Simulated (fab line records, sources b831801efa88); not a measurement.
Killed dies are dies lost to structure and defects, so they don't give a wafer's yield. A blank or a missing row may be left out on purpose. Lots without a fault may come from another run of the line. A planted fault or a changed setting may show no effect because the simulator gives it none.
Chamber matching | flow gf180mcu | GF_V4_CVD_02 on pecvd-04: 3 sister chambers
The step deposits SiO2 from TEOS, target thk 850 nm, time 94.851 s. 3 wafers are shown with their chamber, then 9 later ones without.

WAFERS WITH THEIR CHAMBER
wafer  | chamber | heater_power_w (W)
L083.3 | 1       | 849
L084.1 | 0       | 701
L084.4 | 2       | 719

WAFERS WITHOUT THEIR CHAMBER
wafer  | heater_power_w (W)
L086.3 | 731
L086.5 | 704
L086.6 | 608
L089.1 | 771
L089.4 | 593
L089.5 | 604
L091.2 | 679
L091.3 | 662
L091.6 | 716

WHICH CHAMBER EACH WENT THROUGH
wafer  | from the rows above          | in truth
L086.3 | can't be placed: 2 or 0 or 1 | 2
L086.5 | can't be placed: 0 or 2      | 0
L086.6 | can't be placed: 0 or 2      | 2
L089.1 | can't be placed: 2 or 0 or 1 | 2
L089.4 | can't be placed: 0 or 2      | 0
L089.5 | can't be placed: 0 or 2      | 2
L091.2 | can't be placed: 0 or 2      | 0
L091.3 | can't be placed: 0 or 2      | 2
L091.6 | can't be placed: 2 or 0      | 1
Placed correctly: 0 of 9. Can't be placed from these rows: 9 (the true chamber is among the candidates in 8). Placed wrongly: 0.
How it was worked out, from the rows above alone: a wafer's distance from a chamber is the root of the sum, over the readings, of the square of ((its reading less the chamber's mean) divided by the reading's scatter). The wafer belongs to the nearest chamber; if the next one is less than 2 further off, it can't be placed. A chamber's mean is the mean of its shown wafers. The scatter: with one shown wafer a chamber, the root of the mean of the squares of how far each hidden wafer lies from its nearest shown one.
